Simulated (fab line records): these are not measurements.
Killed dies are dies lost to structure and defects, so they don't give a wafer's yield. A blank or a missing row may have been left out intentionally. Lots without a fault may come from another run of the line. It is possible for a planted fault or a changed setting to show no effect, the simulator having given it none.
A lot that was struck, set against a sound lot    flow sky130    14 out of 708 route steps
Sound: the wafers L520.1, L520.3, L520.4. Struck: wafers L530.2, L530.3, L530.4. The cause is given at the end.
For every step that has rows: the tool of each side, followed by ch and its chambers, followed by its first start. Under that, the readings that differ: sound wafers    struck wafers    difference of the means    sigmas: that difference in standard deviations of wafers without a fault.
alike: readings with means less than 2 such deviations apart, plus words and numbers identical on both sides. not compared: withheld readings, readings lacking a value on some wafer, bounds such as >300 that could conceal the same value, and numbers that have no deviation in the record and whose values overlap.
A row with sigmas, a row that says differs or no value, or rows on one side alone: a step with any of these is where the two part. Non-overlapping numbers with no deviation appear without sigmas and do not part them. A reading missing from all wafers of one side parts the sides only when that side holds two or more wafers.

SKY_LI_CONTACT_CD_MEAS_12: target cd 170 nm.
  sound on cd-sem-02, day 31 10:07; struck on cd-sem-01, day 34 00:04
  alike: cd-nm
SKY_LI_CONTACT_OVL_MEAS_13:
  sound on overlay-02, day 31 10:14; struck on overlay-02, day 34 00:10
  alike: LI_CONTACT_OVL
SKY_LI_CONTACT_ETCH_14: etches BARC in N2/H2, stops on SiO2, time 45.9 s, target depth 60 nm.
  sound on rie-diel-03 ch 0,1,3, day 31 10:16; struck on rie-diel-02 ch 0,1,2, day 34 00:11
  alike: drypump-motor-current-A, oes-product-au, throttle-valve-pct
  not compared: rf-hours-counter-h
SKY_LI_CONTACT_ETCH_15: etches PSG in C4F8/O2/Ar, stops on Si, target depth 600 nm.
  sound on rie-diel-03 ch 0,1,3, day 31 10:19; struck on rie-diel-02 ch 0,1,2, day 34 00:14
  alike: oes-product-au
SKY_LI_CONTACT_STRIP_16: strips in O2/N2.
  sound on plasma-asher-04 ch 0,1, day 31 10:23; struck on plasma-asher-03 ch 0,1, day 34 00:19
  alike: drypump-motor-current-A, oes-product-au, strip-time-to-endpoint-s
  not compared: rf-hours-counter-h
then, 2 steps without rows for these wafers: SKY_LI_CONTACT_CLEAN_17 (cleans in NMP, time 600 s); SKY_LI_CONTACT_PRE_CLEAN_18 (time 5.6 s).
SKY_LI_CONTACT_SPUTTER_19: material Ti, target thk 20 nm, time 106.37 s.
  sound on pvd-sputter-04, day 31 10:43; struck on pvd-sputter-03, day 34 00:37
  alike: throttle-valve-pct
SKY_LI_CONTACT_SPUTTER_20: material TiN, target thk 20 nm, time 80 s.
  sound on pvd-sputter-04, day 31 10:48; struck on pvd-sputter-03, day 34 00:41
  alike: throttle-valve-pct
then, 1 step without rows for these wafers: SKY_LI_CONTACT_CVD_21 (deposits W, target thk 400 nm, time 120.56 s).
SKY_LI_CONTACT_RS_MEAS_22: a four-point-probe measurement.
  sound on film-metro-03, day 31 11:07; struck on film-metro-03, day 34 00:54
  alike: LI_CONTACT_W_RS
SKY_LI_CONTACT_THK_MEAS_23: measures by xrf.
  sound on film-metro-03, day 31 11:14; struck on film-metro-03, day 34 01:01
  alike: LI_CONTACT_W_THK
SKY_LI_CONTACT_CMP_24: polishes, stops on PSG, t overpolish 20 s, target thk 0 nm.
  sound on cmp-01 ch 0,1,3, day 31 11:20; struck on cmp-02 ch 1,2,3, day 34 01:04
  no value came back on the struck wafers for any of 5 readings (edge-zone-pressure-frac, head-pressure-psi (psi) and others); on the sound wafers edge-zone-pressure-frac reads 0.994 1.000 1.001
reading                                        sound          struck             difference  sigmas
model.W_of_LI_CONTACT_CVD_21.thk-nm (nm)       0 0 0          409.3 401.7 395.2  +402.1      
model.PSG_of_LI_CONTACT_HDPCVD_00.thk-nm (nm)  588.4 587 586  592.2 590.9 590.6  +4.1        
-- here the record skips 15 days between the struck wafers' starts before and after, leaving off in module LI_CONTACT and picking up in module PAD_OPEN (first step shown: number 708 of the route) --
SKY_PAD_OPEN_PROBE_99:
  record: rows for the struck wafers here (prober-02, day 49 07:17), none for the sound ones

## WHERE THEY PART
At SKY_LI_CONTACT_CMP_24 first; at SKY_PAD_OPEN_PROBE_99 last (within this record only).

WHY: the cause the simulator had injected
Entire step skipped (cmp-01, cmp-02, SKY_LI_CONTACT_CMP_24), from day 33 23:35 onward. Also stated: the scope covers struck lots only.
